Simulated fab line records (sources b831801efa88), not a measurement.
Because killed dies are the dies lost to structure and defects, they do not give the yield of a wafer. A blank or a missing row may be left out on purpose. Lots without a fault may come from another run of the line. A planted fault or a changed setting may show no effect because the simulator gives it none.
fab line records    flow gf180mcu    part 1 of 2: steps 1 to 24 of 34
record: lots: 5  wafers: 15  lastDay: 34
route steps=602 shown V4@492 MIM@503
lots that met no fault: from a run of the same line without faults
startH: hours from the record's opening day to when the first of the lot's shown wafers began    waitH: hours since the lot's step before    " identical to the entry in the row above    L1.1+2: a row that stands for several wafers    - no value, or no start was given    * or withheld: withheld    < > ~ a bound
route shown NAME@n: a module of which the file shows steps, and the number in the route of the first    usual: the fault-free wafers' mean and standard deviation    same: alike in all rows    chamber/n: place in a boat    sites: readings site by site    _std_site: their standard deviation    _edge_site: the outer-site mean with the inner-site mean subtracted    radiusMm: for every site, how far away it sits from the centre of the wafer    mask NAME#n: copy n    behind: the last tool/chamber to shape the wafer    hold: the reason the lot was held/the length of the hold in hours/how it ended    device: whichever transistor did not switch (one of n, p or np)    end of line: the tests these same wafers got at the end of their route    step lacking rows: just its recipe    killed: not the wafer's yield, but the dies lost to structure and defects at the first sort    map: a wafer's dies, x killed, . not, _ none there
set.NAME: the setting that was run; set.NAME@STEP: the one run at that earlier step    model.NAME: the simulator's own value behind a step, which no gauge read
a table for each step, a row for each wafer; lots at some steps of the route
services: when a tool's chamber went out of use (startH, in hours from the record's first day, below 0 if earlier), for how many hours, and the reason
== steps ==
step: GF_V4_ETCH_16
recipe: chemistry: N2/H2  targetDepthA: withheld  overetchA: withheld  timeS: withheld  target: BARC  ionEnergyEv: 200  sourceW: 500  biasW: 100  pressureMtorr: 30  n2FlowSccm: 100  h2FlowSccm: 200
usual: biasW: 100.03/0.29  drypumpMotorCurrentA: 5.4/0.4  oesProductAu: 0.853/0.0047  throttleValvePct: 13.225/0.0093
lot.wafer  tool        chamber  startH  waitH  biasW   drypumpMotorCurrentA  oesProductAu  throttleValvePct
L076.2     rieDiel-01  1        578.48  0.0    100.26  5.1                   0.851         13.236
L076.3     "           2        "       "      99.63   5.9                   0.864         13.216
L076.6     "           2        "       "      99.97   5.8                   0.861         13.234
L079.1     rieDiel-04  1        604.33  0.0    99.85   4.7                   0.851         13.227
L079.3     "           0        "       "      100.17  5.3                   0.850         13.201
L079.6     "           1        "       "      100.52  4.7                   0.853         13.226
L081.1     rieDiel-04  0        624.23  0.0    99.81   5.3                   0.862         13.229
L081.2     "           1        "       "      100.57  4.7                   0.860         13.221
L081.6     "           3        "       "      99.86   5.3                   0.849         13.231
L085.2     rieDiel-01  2        649.93  0.0    100.20  5.8                   0.856         13.234
L085.3     "           0        "       "      99.88   5.4                   0.856         13.227
L085.5     "           1        "       "      99.91   5.1                   0.854         13.223
L097.2     rieDiel-03  2        727.03  0.0    100.33  5.6                   0.848         13.244
L097.3     "           3        "       "      100.13  5.2                   0.845         13.232
L097.4     "           0        "       "      100.51  5.6                   0.853         13.236
step: GF_V4_ETCH_17
recipe: chemistry: C4F8/O2/Ar  maskMaterial: KrF  target: SiO2  stopOn: TiN  sourceW: 1500  biasW: 1200  pressureMtorr: 40  c4f8FlowSccm: withheld  O2_flow_sccm: 6  Ar_flow_sccm: 300  timeS: withheld  targetDepthA: 6300
usual: biasW: 1199/3.7  oesProductAu: 0.859/0.0047
lot.wafer  tool        chamber  startH  waitH  biasW  oesProductAu
L076.2     rieDiel-01  1        -       -      1196   0.860
L076.3     "           2        "       "      1197   0.855
L076.6     "           2        "       "      1201   0.854
L079.1     rieDiel-04  1        -       -      1198   0.844
L079.3     "           0        "       "      1200   0.864
L079.6     "           1        "       "      1199   0.860
L081.1     rieDiel-04  0        -       -      1203   0.851
L081.2     "           1        "       "      1198   0.854
L081.6     "           3        "       "      1201   0.861
L085.2     rieDiel-01  2        -       -      1197   0.856
L085.3     "           0        "       "      1196   0.855
L085.5     "           1        "       "      1206   0.864
L097.2     rieDiel-03  2        -       -      1191   0.861
L097.3     "           3        "       "      1201   0.858
L097.4     "           0        "       "      1197   0.856
step: GF_V4_STRIP_18
recipe: chemistry: O2/N2  powerW: 1400  pressureMtorr: 1500  platenTempC: 250  o2FlowSccm: 3000  n2FlowSccm: 300  overashFraction: 0.5
usual: drypumpMotorCurrentA: 5.6/0.69  heaterPowerW: 328/29  o2FlowSccm: 2999/9.1  oesProductAu: 0.591/0.0052
lot.wafer  tool            chamber  startH  waitH  drypumpMotorCurrentA  heaterPowerW  o2FlowSccm  oesProductAu  rfHoursCounterH
L076.2     plasmaAsher-03  0        578.61  -      4.9                   295           3000        0.590         10
L076.3     "               0        "       "      4.9                   297           3008        0.596         -
L076.6     "               0        "       "      4.9                   309           2999        0.583         -
L079.1     plasmaAsher-03  0        604.46  -      4.9                   300           2990        0.589         13
L079.3     "               0        "       "      4.9                   297           2991        0.591         -
L079.6     "               1        "       "      5.0                   306           2994        0.587         -
L081.1     plasmaAsher-02  1        624.36  -      6.0                   316           2998        0.580         87
L081.2     "               0        "       "      6.3                   369           2994        0.595         87
L081.6     "               0        "       "      6.3                   369           3014        0.590         -
L085.2     plasmaAsher-02  0        650.06  -      6.3                   368           2982        0.594         90
L085.3     "               0        "       "      6.3                   373           2990        0.591         -
L085.5     "               0        "       "      6.3                   366           2986        0.590         -
L097.2     plasmaAsher-03  1        727.16  -      4.9                   301           2974        0.593         26
L097.3     "               0        "       "      4.9                   306           2993        0.588         -
L097.4     "               1        "       "      5.0                   309           2979        0.588         -
step: GF_V4_STRIP_19
recipe: chemistry: postEtchResidueRemover  timeS: 1200  tempC: 72.5
usual: bathGuardTempC: 72.8/0.67
lot.wafer  tool         chamber  startH  waitH  bathGuardTempC
L076.2     wetBench-02  0        578.71  0.1    72.7
L076.3     "            0        "       "      72.9
L076.6     "            0        "       "      73.3
L079.1     wetBench-01  1        604.56  0.1    72.9
L079.3     "            1        "       "      72.8
L079.6     "            1        "       "      72.8
L081.1     wetBench-01  2        624.46  0.1    73.7
L081.2     "            2        "       "      73.5
L081.6     "            2        "       "      73.8
L085.2     wetBench-03  0        650.16  0.1    72.5
L085.3     "            0        "       "      72.4
L085.5     "            0        "       "      72.3
L097.2     wetBench-01  2        727.26  0.1    73.6
L097.3     "            2        "       "      73.6
L097.4     "            2        "       "      73.6
step: GF_V4_CLEAN_20
recipe: chemistry: DIW  dry: n2Spin
lot.wafer   tool         chamber  startH  waitH
L076.2+3+6  wetBench-01  0        579.08  0.0
L079.1+3+6  wetBench-02  0        604.93  0.0
L081.1+2+6  wetBench-03  1        625.20  0.0
L085.2+3+5  wetBench-01  1        650.50  0.0
L097.2+3+4  wetBench-02  3        727.63  0.0
step: GF_V4_SPUTTER_21
recipe: material: Ti  targetThkNm: 15  chamberPressurePa: 5  powerW: 2500  substrateTempC: 200  timeS: 80.02
usual: throttleValvePct: 29.9/0.76
lot.wafer  tool           chamber  startH  waitH  throttleValvePct
L076.2     pvdSputter-04  -        579.17  0.0    29.0
L076.3     "              -        "       "      28.9
L076.6     "              -        "       "      29.2
L079.1     pvdSputter-02  -        605.02  0.0    30.2
L079.3     "              -        "       "      29.2
L079.6     "              -        "       "      29.0
L081.1     pvdSputter-02  -        625.30  0.0    29.1
L081.2     "              -        "       "      30.4
L081.6     "              -        "       "      29.2
L085.2     pvdSputter-01  -        650.59  0.0    30.2
L085.3     "              -        "       "      29.9
L085.5     "              -        "       "      30.2
L097.2     pvdSputter-01  -        727.73  0.0    30.2
L097.3     "              -        "       "      30.5
L097.4     "              -        "       "      29.6
step: GF_V4_SPUTTER_22
recipe: material: TiN  targetThkNm: 10  chamberPressurePa: 5  powerW: 4000  timeS: 40
usual: throttleValvePct: 29.8/0.76
lot.wafer  tool           chamber  startH  waitH  throttleValvePct
L076.2     pvdSputter-04  -        579.23  0.0    28.8
L076.3     "              -        "       "      29.2
L076.6     "              -        "       "      29.1
L079.1     pvdSputter-02  -        605.08  0.0    30.4
L079.3     "              -        "       "      29.2
L079.6     "              -        "       "      28.9
L081.1     pvdSputter-02  -        625.36  0.0    29.0
L081.2     "              -        "       "      30.4
L081.6     "              -        "       "      29.3
L085.2     pvdSputter-01  -        650.65  0.0    30.2
L085.3     "              -        "       "      29.8
L085.5     "              -        "       "      30.5
L097.2     pvdSputter-01  -        727.79  0.0    30.3
L097.3     "              -        "       "      30.6
L097.4     "              -        "       "      29.6
step: GF_V4_CVD_23
recipe: material: W  targetThkNm: 350  timeS: 104.9  tempC: 400  pressureTorr: 40
usual: chamberPressureTorr: 40.00/0.084  heaterPowerW: 970/57
lot.wafer  tool     chamber  startH  waitH  chamberPressureTorr  heaterPowerW
L076.2     cvdW-02  1        579.27  0.0    39.94                942
L076.3     "        1        "       "      40.01                951
L076.6     "        0        "       "      40.11                1059
L079.1     cvdW-02  0        605.12  0.0    40.09                1037
L079.3     "        1        "       "      39.95                952
L079.6     "        0        "       "      40.05                1055
L081.1     cvdW-01  0        625.40  0.0    39.88                964
L081.2     "        1        "       "      39.96                910
L081.6     "        0        "       "      39.88                980
L085.2     cvdW-02  0        650.69  0.0    39.87                1074
L085.3     "        1        "       "      40.18                958
L085.5     "        0        "       "      40.06                1054
L097.2     cvdW-02  0        727.83  0.0    39.94                1044
L097.3     "        1        "       "      40.04                962
L097.4     "        0        "       "      40.12                1065
step: GF_V4_RS_MEAS_24
recipe: thkMeasGauge: four-point-probe  reads: W_of_V4_CVD_23+TiN_of_V4_SPUTTER_22+Ti_of_V4_SPUTTER_21
usual: V4_W_RS: 0.328/0.0034
lot.wafer  tool          chamber  startH  waitH  V4_W_RS[ohm/sq]
L076.2     filmMetro-04  -        579.41  0.1    0.329
L076.3     "             -        "       "      0.334
L076.6     "             -        "       "      0.332
L079.1     filmMetro-03  -        605.23  0.1    0.335
L079.3     "             -        "       "      0.334
L079.6     "             -        "       "      0.331
L081.1     filmMetro-03  -        625.51  0.1    0.327
L081.2     "             -        "       "      0.323
L081.6     "             -        "       "      0.330
L085.2     filmMetro-04  -        650.82  0.1    0.337
L085.3     "             -        "       "      0.330
L085.5     "             -        "       "      0.331
L097.2     filmMetro-03  -        727.96  0.1    0.325
L097.3     "             -        "       "      0.328
L097.4     "             -        "       "      0.327
step: GF_V4_THK_MEAS_25
recipe: thkMeasGauge: xrf  reads: W_of_V4_CVD_23
usual: V4_W_THK: 348/5.5
lot.wafer  tool          chamber  startH  waitH  V4_W_THK[nm]
L076.2     filmMetro-04  -        579.52  0.1    339
L076.3     "             -        "       "      333
L076.6     "             -        "       "      336
L079.1     filmMetro-03  -        605.35  0.1    341
L079.3     "             -        "       "      343
L079.6     "             -        "       "      345
L081.1     filmMetro-03  -        625.63  0.1    346
L081.2     "             -        "       "      350
L081.6     "             -        "       "      344
L085.2     filmMetro-04  -        650.93  0.1    337
L085.3     "             -        "       "      347
L085.5     "             -        "       "      345
L097.2     filmMetro-03  -        728.07  0.1    357
L097.3     "             -        "       "      352
L097.4     "             -        "       "      353
step: GF_V4_CMP_26
recipe: stopOn: SiO2  downForcePsi: 3.5  platenRpm: 60  tOverpolishS: 15  targetThkNm: 0  padVelocityMS: 0.94248
usual: motorCurrentA: 10.3/1  overpolishRunS: 14.999/0.0087  slurryFlowMlMin: 150.0/0.5  timeToEndpointS: 84.6/2.7
lot.wafer  tool    chamber  startH  waitH  motorCurrentA  overpolishRunS  slurryFlowMlMin  timeToEndpointS
L076.2     cmp-02  0        579.67  0.1    11.6           14.977          150.0            85.7
L076.3     "       1        "       "      10.9           15.002          148.7            85.0
L076.6     "       2        "       "      9.8            15.002          149.5            85.1
L079.3     cmp-01  3        605.46  0.1    10.4           14.990          150.2            84.6
L079.1     "       0        "       "      10.3           14.985          150.2            87.4
L079.6     "       2        "       "      11.1           14.991          149.7            89.6
L081.1     cmp-02  1        625.69  0.1    11.5           15.016          150.3            84.4
L081.2     "       3        "       "      8.3            15.001          149.8            85.0
L081.6     "       2        "       "      9.6            14.994          150.8            87.7
L085.2     cmp-02  1        651.03  0.1    10.9           14.986          149.0            84.9
L085.3     "       3        "       "      8.7            14.995          150.0            83.3
L085.5     "       1        "       "      11.4           15.002          149.3            84.3
L097.2     cmp-01  0        728.12  0.0    10.9           15.000          150.3            84.5
L097.3     "       2        "       "      11.5           14.982          150.2            82.1
L097.4     "       3        "       "      11.1           14.997          150.3            84.4
step: GF_MIM_SPUTTER_00
recipe: material: Ti  targetThkNm: 37.5  arrivingIonEnergyEv: 80  substrateTempC: 200  chamberPressurePa: 2  powerW: 4000  timeS: 150
usual: throttleValvePct: 30.2/0.99
lot.wafer  tool           chamber  startH  waitH  throttleValvePct
L076.2     pvdSputter-02  -        579.87  0.1    29.6
L076.3     "              -        "       "      30.2
L076.6     "              -        "       "      30.1
L079.1     pvdSputter-02  -        605.71  0.1    30.4
L079.3     "              -        "       "      30.3
L079.6     "              -        "       "      29.1
L081.1     pvdSputter-02  -        625.99  0.2    29.5
L081.2     "              -        "       "      30.3
L081.6     "              -        "       "      30.5
L085.2     pvdSputter-03  -        651.28  0.2    31.0
L085.3     "              -        "       "      31.8
L085.5     "              -        "       "      29.6
L097.2     pvdSputter-03  -        728.42  0.2    31.7
L097.3     "              -        "       "      30.9
L097.4     "              -        "       "      29.2
step: GF_MIM_SPUTTER_01
recipe: material: TiN  targetThkNm: 30  powerW: 6500  timeS: 25  chamberPressurePa: 0.4
usual: throttleValvePct: 30.2/1
lot.wafer  tool           chamber  startH  waitH  throttleValvePct
L076.2     pvdSputter-02  -        579.97  0.1    29.4
L076.3     "              -        "       "      30.3
L076.6     "              -        "       "      30.2
L079.1     pvdSputter-02  -        605.81  0.1    30.5
L079.3     "              -        "       "      30.4
L079.6     "              -        "       "      29.1
L081.1     pvdSputter-02  -        626.09  0.1    28.9
L081.2     "              -        "       "      30.6
L081.6     "              -        "       "      30.3
L085.2     pvdSputter-03  -        651.38  0.1    30.9
L085.3     "              -        "       "      32.0
L085.5     "              -        "       "      29.3
L097.2     pvdSputter-03  -        728.52  0.1    31.8
L097.3     "              -        "       "      31.0
L097.4     "              -        "       "      29.4
step: GF_MIM_SPUTTER_02
recipe: material: AlCu  targetThkNm: 450  powerW: 10600  timeS: 23.9  chamberPressurePa: 0.4
usual: throttleValvePct: 30.2/1
lot.wafer  tool           chamber  startH  waitH  throttleValvePct
L076.2     pvdSputter-02  -        580.00  0.0    29.2
L076.3     "              -        "       "      30.4
L076.6     "              -        "       "      30.3
L079.1     pvdSputter-02  -        605.84  0.0    30.6
L079.3     "              -        "       "      30.1
L079.6     "              -        "       "      29.2
L081.1     pvdSputter-02  -        626.12  0.0    29.3
L081.2     "              -        "       "      30.6
L081.6     "              -        "       "      30.0
L085.2     pvdSputter-03  -        651.41  0.0    31.1
L085.3     "              -        "       "      31.6
L085.5     "              -        "       "      29.5
L097.2     pvdSputter-03  -        728.55  0.0    32.4
L097.3     "              -        "       "      31.2
L097.4     "              -        "       "      29.5
step: GF_MIM_SPUTTER_03
recipe: material: Ti  targetThkNm: 10  substrateTempC: 300  chamberPressurePa: 0.3  powerW: 3000  timeS: 6.7
usual: throttleValvePct: 30.2/0.98
lot.wafer  tool           chamber  startH  waitH  throttleValvePct
L076.2     pvdSputter-02  -        580.03  0.0    29.1
L076.3     "              -        "       "      30.2
L076.6     "              -        "       "      30.2
L079.1     pvdSputter-02  -        605.87  0.0    30.4
L079.3     "              -        "       "      30.2
L079.6     "              -        "       "      29.4
L081.1     pvdSputter-02  -        626.15  0.0    29.0
L081.2     "              -        "       "      30.3
L081.6     "              -        "       "      30.2
L085.2     pvdSputter-03  -        651.44  0.0    30.6
L085.3     "              -        "       "      31.8
L085.5     "              -        "       "      29.7
L097.2     pvdSputter-03  -        728.58  0.0    31.8
L097.3     "              -        "       "      30.7
L097.4     "              -        "       "      29.2
step: GF_MIM_SPUTTER_04
recipe: material: TiN  targetThkNm: 50  powerW: 6500  timeS: 41.7  chamberPressurePa: 0.4
usual: throttleValvePct: 30.2/1
lot.wafer  tool           chamber  startH  waitH  throttleValvePct
L076.2     pvdSputter-02  -        580.05  0.0    29.0
L076.3     "              -        "       "      30.4
L076.6     "              -        "       "      30.4
L079.1     pvdSputter-02  -        605.89  0.0    30.3
L079.3     "              -        "       "      30.3
L079.6     "              -        "       "      29.2
L081.1     pvdSputter-02  -        626.17  0.0    29.3
L081.2     "              -        "       "      30.6
L081.6     "              -        "       "      30.4
L085.2     pvdSputter-03  -        651.47  0.0    30.8
L085.3     "              -        "       "      31.7
L085.5     "              -        "       "      29.6
L097.2     pvdSputter-03  -        728.60  0.0    31.8
L097.3     "              -        "       "      31.0
L097.4     "              -        "       "      29.4
step: GF_MIM_CVD_05
recipe: material: Si3N4  targetThkNm: 42  tempMaxC: 400  tempC: 385  timeS: 29.086  rfW: 450
usual: heaterPowerW: 619/59
lot.wafer  tool      chamber  startH  waitH  heaterPowerW
L076.2     pecvd-02  1        580.09  0.0    651
L076.3     "         2        "       "      619
L076.6     "         1        "       "      646
L079.1     pecvd-04  0        605.93  0.0    530
L079.3     "         2        "       "      602
L079.6     "         2        "       "      604
L081.1     pecvd-04  2        626.21  0.0    595
L081.2     "         1        "       "      656
L081.6     "         2        "       "      597
L085.2     pecvd-02  0        651.51  0.0    584
L085.3     "         1        "       "      659
L085.5     "         2        "       "      678
L097.2     pecvd-01  1        728.64  0.0    558
L097.3     "         2        "       "      751
L097.4     "         1        "       "      558
step: GF_MIM_THK_MEAS_06
recipe: reads: Si3N4_of_MIM_CVD_05
usual: MIM_CVD_05_THK: 42.2/0.48
lot.wafer  tool          chamber  startH  waitH  MIM_CVD_05_THK[nm]
L076.2     filmMetro-01  -        580.13  0.0    42.5
L076.3     "             -        "       "      43.0
L076.6     "             -        "       "      43.2
L079.1     filmMetro-04  -        605.97  0.0    41.7
L079.3     "             -        "       "      41.5
L079.6     "             -        "       "      42.0
L081.1     filmMetro-02  -        626.26  0.0    42.3
L081.2     "             -        "       "      41.9
L081.6     "             -        "       "      42.3
L085.2     filmMetro-01  -        651.55  0.0    41.9
L085.3     "             -        "       "      42.3
L085.5     "             -        "       "      43.6
L097.2     filmMetro-04  -        728.68  0.0    42.3
L097.3     "             -        "       "      41.6
L097.4     "             -        "       "      42.8
step: GF_MIM_SPUTTER_07
recipe: material: TiN  targetThkNm: 60  powerW: 6500  timeS: 50  chamberPressurePa: 0.4
usual: throttleValvePct: 30.1/1
lot.wafer  tool           chamber  startH  waitH  throttleValvePct
L076.2     pvdSputter-04  -        580.18  0.0    30.4
L076.3     "              -        "       "      29.0
L076.6     "              -        "       "      31.5
L079.1     pvdSputter-03  -        606.03  0.1    29.8
L079.3     "              -        "       "      31.8
L079.6     "              -        "       "      31.8
L081.1     pvdSputter-04  -        626.32  0.1    30.0
L081.2     "              -        "       "      28.8
L081.6     "              -        "       "      29.0
L085.2     pvdSputter-04  -        651.60  0.0    31.6
L085.3     "              -        "       "      30.1
L085.5     "              -        "       "      29.1
L097.2     pvdSputter-04  -        728.73  0.0    28.8
L097.3     "              -        "       "      29.3
L097.4     "              -        "       "      30.0
step: GF_MIM_SPUTTER_08
recipe: material: AlCu  targetThkNm: 200  powerW: 10600  timeS: 10.6  chamberPressurePa: 0.4
usual: throttleValvePct: 30.1/1.1
lot.wafer  tool           chamber  startH  waitH  throttleValvePct
L076.2     pvdSputter-04  -        580.22  0.0    30.2
L076.3     "              -        "       "      28.8
L076.6     "              -        "       "      31.6
L079.1     pvdSputter-03  -        606.08  0.0    29.4
L079.3     "              -        "       "      32.0
L079.6     "              -        "       "      32.1
L081.1     pvdSputter-04  -        626.36  0.0    30.1
L081.2     "              -        "       "      28.8
L081.6     "              -        "       "      28.8
L085.2     pvdSputter-04  -        651.64  0.0    31.4
L085.3     "              -        "       "      30.3
L085.5     "              -        "       "      28.9
L097.2     pvdSputter-04  -        728.78  0.0    28.7
L097.3     "              -        "       "      29.3
L097.4     "              -        "       "      30.2
step: GF_MIM_SPUTTER_09
recipe: material: TiN  targetThkNm: 35  powerW: 6500  timeS: 27.99  chamberPressurePa: 0.4
usual: throttleValvePct: 30.1/1
lot.wafer  tool           chamber  startH  waitH  throttleValvePct
L076.2     pvdSputter-04  -        580.25  0.0    30.3
L076.3     "              -        "       "      29.0
L076.6     "              -        "       "      31.2
L079.1     pvdSputter-03  -        606.13  0.0    29.2
L079.3     "              -        "       "      31.8
L079.6     "              -        "       "      31.8
L081.1     pvdSputter-04  -        626.39  0.0    29.9
L081.2     "              -        "       "      28.7
L081.6     "              -        "       "      29.1
L085.2     pvdSputter-04  -        651.66  0.0    31.6
L085.3     "              -        "       "      30.2
L085.5     "              -        "       "      29.1
L097.2     pvdSputter-04  -        728.80  0.0    29.1
L097.3     "              -        "       "      29.0
L097.4     "              -        "       "      30.4
step: GF_MIM_RS_MEAS_10
recipe: thkMeasGauge: four-point-probe  reads: TiN_of_MIM_SPUTTER_09+AlCu_of_MIM_SPUTTER_08+TiN_of_MIM_SPUTTER_07
usual: MIM_ALCU_RS: 0.1605/0.0017
lot.wafer  tool          chamber  startH  waitH  MIM_ALCU_RS[ohm/sq]
L076.2     filmMetro-01  -        580.30  0.0    0.1572
L076.3     "             -        "       "      0.1578
L076.6     "             -        "       "      0.1588
L079.1     filmMetro-01  -        606.20  0.0    0.1608
L079.3     "             -        "       "      0.1615
L079.6     "             -        "       "      0.1606
L081.1     filmMetro-02  -        626.42  0.0    0.1580
L081.2     "             -        "       "      0.1597
L081.6     "             -        "       "      0.1597
L085.2     filmMetro-04  -        651.72  0.0    0.1599
L085.3     "             -        "       "      0.1597
L085.5     "             -        "       "      0.1603
L097.2     filmMetro-01  -        728.85  0.0    0.1621
L097.3     "             -        "       "      0.1604
L097.4     "             -        "       "      0.1619
step: GF_MIM_THK_MEAS_11
recipe: thkMeasGauge: xrf  reads: AlCu_of_MIM_SPUTTER_08
usual: MIM_ALCU_THK: 199.3/2.1
lot.wafer  tool          chamber  startH  waitH  MIM_ALCU_THK[nm]
L076.2     filmMetro-01  -        580.41  0.1    201.2
L076.3     "             -        "       "      198.0
L076.6     "             -        "       "      198.8
L079.1     filmMetro-01  -        606.32  0.1    198.0
L079.3     "             -        "       "      198.3
L079.6     "             -        "       "      198.8
L081.1     filmMetro-02  -        626.54  0.1    203.7
L081.2     "             -        "       "      201.0
L081.6     "             -        "       "      200.4
L085.2     filmMetro-04  -        651.83  0.1    201.8
L085.3     "             -        "       "      203.1
L085.5     "             -        "       "      202.2
L097.2     filmMetro-01  -        728.96  0.1    197.3
L097.3     "             -        "       "      197.0
L097.4     "             -        "       "      197.5
step: GF_MIM_DEHYDRATE_12
recipe: tempC: 200  timeS: 60
usual: heaterPowerTotalW: 160.37/0.14
lot.wafer  tool           chamber  startH  waitH  heaterPowerTotalW
L076.2     lithoTrack-04  0        590.50  10.1   160.54
L076.3     "              0        "       "      160.40
L076.6     "              0        "       "      160.37
L079.1     lithoTrack-01  0        616.39  10.1   160.47
L079.3     "              0        "       "      160.21
L079.6     "              0        "       "      160.33
L081.1     lithoTrack-04  0        635.42  8.9    160.56
L081.2     "              0        "       "      160.56
L081.6     "              0        "       "      160.65
L085.2     lithoTrack-02  0        660.14  8.3    160.22
L085.3     "              0        "       "      160.19
L085.5     "              0        "       "      160.30
L097.2     lithoTrack-01  0        737.02  8.0    160.33
L097.3     "              0        "       "      160.34
L097.4     "              0        "       "      160.50
